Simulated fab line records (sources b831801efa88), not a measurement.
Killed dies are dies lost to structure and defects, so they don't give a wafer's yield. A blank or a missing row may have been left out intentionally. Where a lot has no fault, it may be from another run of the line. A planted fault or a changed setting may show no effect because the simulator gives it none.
Chamber matching / flow gf180mcu / rie-diel-02 running GF_M5_ETCH_09: 4 sister chambers
The step etches Si3N4 in CF4/O2, target depth 52 nm, time 11.6 s. 24 wafers are shown with their chamber, then 12 later ones without.

## WAFERS WITH THEIR CHAMBER
wafer=L075.2; chamber=2; drypump-motor-current-A (A)=5.6; oes-product-au (a.u.)=0.988; throttle-valve-pct (%)=5.961
wafer=L075.3; chamber=0; drypump-motor-current-A (A)=6.0; oes-product-au (a.u.)=0.990; throttle-valve-pct (%)=5.988
wafer=L075.5; chamber=1; drypump-motor-current-A (A)=6.3; oes-product-au (a.u.)=0.993; throttle-valve-pct (%)=5.965
wafer=L077.3; chamber=2; drypump-motor-current-A (A)=5.6; oes-product-au (a.u.)=0.991; throttle-valve-pct (%)=5.968
wafer=L077.5; chamber=1; drypump-motor-current-A (A)=6.3; oes-product-au (a.u.)=0.994; throttle-valve-pct (%)=5.965
wafer=L077.6; chamber=2; drypump-motor-current-A (A)=5.7; oes-product-au (a.u.)=0.976; throttle-valve-pct (%)=5.969
wafer=L078.1; chamber=3; drypump-motor-current-A (A)=5.2; oes-product-au (a.u.)=0.994; throttle-valve-pct (%)=5.972
wafer=L078.5; chamber=2; drypump-motor-current-A (A)=5.7; oes-product-au (a.u.)=0.989; throttle-valve-pct (%)=5.967
wafer=L078.6; chamber=1; drypump-motor-current-A (A)=6.3; oes-product-au (a.u.)=0.986; throttle-valve-pct (%)=5.968
wafer=L080.1; chamber=2; drypump-motor-current-A (A)=5.7; oes-product-au (a.u.)=0.988; throttle-valve-pct (%)=5.977
wafer=L080.2; chamber=1; drypump-motor-current-A (A)=6.3; oes-product-au (a.u.)=0.995; throttle-valve-pct (%)=5.967
wafer=L080.3; chamber=3; drypump-motor-current-A (A)=5.2; oes-product-au (a.u.)=0.981; throttle-valve-pct (%)=5.975
wafer=L081.2; chamber=1; drypump-motor-current-A (A)=6.3; oes-product-au (a.u.)=0.997; throttle-valve-pct (%)=5.982
wafer=L081.4; chamber=3; drypump-motor-current-A (A)=5.3; oes-product-au (a.u.)=1.004; throttle-valve-pct (%)=5.957
wafer=L081.6; chamber=2; drypump-motor-current-A (A)=5.6; oes-product-au (a.u.)=0.998; throttle-valve-pct (%)=5.959
wafer=L082.3; chamber=3; drypump-motor-current-A (A)=5.2; oes-product-au (a.u.)=0.996; throttle-valve-pct (%)=5.965
wafer=L082.4; chamber=1; drypump-motor-current-A (A)=6.3; oes-product-au (a.u.)=0.990; throttle-valve-pct (%)=5.974
wafer=L082.5; chamber=2; drypump-motor-current-A (A)=5.6; oes-product-au (a.u.)=0.994; throttle-valve-pct (%)=5.952
wafer=L087.1; chamber=3; drypump-motor-current-A (A)=5.2; oes-product-au (a.u.)=0.982; throttle-valve-pct (%)=5.969
wafer=L087.3; chamber=1; drypump-motor-current-A (A)=6.3; oes-product-au (a.u.)=0.994; throttle-valve-pct (%)=5.973
wafer=L087.4; chamber=0; drypump-motor-current-A (A)=6.0; oes-product-au (a.u.)=0.981; throttle-valve-pct (%)=5.971
wafer=L088.2; chamber=0; drypump-motor-current-A (A)=6.1; oes-product-au (a.u.)=0.987; throttle-valve-pct (%)=5.964
wafer=L088.3; chamber=2; drypump-motor-current-A (A)=5.7; oes-product-au (a.u.)=0.989; throttle-valve-pct (%)=5.968
wafer=L088.5; chamber=1; drypump-motor-current-A (A)=6.3; oes-product-au (a.u.)=0.994; throttle-valve-pct (%)=5.952

SIGNATURES (averages over the wafers above)
reading=drypump-motor-current-A; chamber 0=6.033; chamber 1=6.300; chamber 2=5.650; chamber 3=5.220; scatter within a chamber=0.0416
reading=oes-product-au; chamber 0=0.98600; chamber 1=0.99287; chamber 2=0.98913; chamber 3=0.99140; scatter within a chamber=0.00627
reading=throttle-valve-pct; chamber 0=5.97433; chamber 1=5.96825; chamber 2=5.96513; chamber 3=5.96760; scatter within a chamber=0.00847
Rule: a wafer's distance from a chamber is the root of the sum, over the readings, of the square of ((its reading less the chamber's mean) divided by the reading's scatter). If the next closest chamber is less than 2 further off than the closest, the wafer can't be placed; otherwise it belongs to the closest. The scatter is the square root of a quotient: the sum, over the shown wafers, of each reading's squared deviation from its chamber's mean, divided by wafers minus chambers.

## WAFERS WITHOUT THEIR CHAMBER
wafer=L092.2; drypump-motor-current-A (A)=6.0; oes-product-au (a.u.)=0.976; throttle-valve-pct (%)=5.971
wafer=L092.3; drypump-motor-current-A (A)=5.3; oes-product-au (a.u.)=0.983; throttle-valve-pct (%)=5.984
wafer=L092.5; drypump-motor-current-A (A)=6.3; oes-product-au (a.u.)=0.994; throttle-valve-pct (%)=5.969
wafer=L093.1; drypump-motor-current-A (A)=5.7; oes-product-au (a.u.)=1.003; throttle-valve-pct (%)=5.939
wafer=L093.5; drypump-motor-current-A (A)=6.1; oes-product-au (a.u.)=0.980; throttle-valve-pct (%)=5.961
wafer=L093.6; drypump-motor-current-A (A)=5.3; oes-product-au (a.u.)=0.990; throttle-valve-pct (%)=5.962
wafer=L094.1; drypump-motor-current-A (A)=6.1; oes-product-au (a.u.)=0.985; throttle-valve-pct (%)=5.961
wafer=L094.3; drypump-motor-current-A (A)=6.3; oes-product-au (a.u.)=0.988; throttle-valve-pct (%)=5.951
wafer=L094.5; drypump-motor-current-A (A)=5.3; oes-product-au (a.u.)=0.982; throttle-valve-pct (%)=5.964
wafer=L097.3; drypump-motor-current-A (A)=6.0; oes-product-au (a.u.)=0.982; throttle-valve-pct (%)=5.968
wafer=L097.5; drypump-motor-current-A (A)=5.6; oes-product-au (a.u.)=0.995; throttle-valve-pct (%)=5.977
wafer=L097.6; drypump-motor-current-A (A)=5.3; oes-product-au (a.u.)=0.983; throttle-valve-pct (%)=5.984

## CHAMBER TAKEN BY EACH
wafer=L092.2; from the rows above=0; in truth=0
wafer=L092.3; from the rows above=3; in truth=3
wafer=L092.5; from the rows above=1; in truth=1
wafer=L093.1; from the rows above=2; in truth=2
wafer=L093.5; from the rows above=0; in truth=0
wafer=L093.6; from the rows above=3; in truth=3
wafer=L094.1; from the rows above=0; in truth=0
wafer=L094.3; from the rows above=1; in truth=1
wafer=L094.5; from the rows above=3; in truth=3
wafer=L097.3; from the rows above=0; in truth=0
wafer=L097.5; from the rows above=2; in truth=2
wafer=L097.6; from the rows above=3; in truth=3
Correctly placed: 12 of 12. Left unplaced by these rows: 0. Wrongly placed: 0.
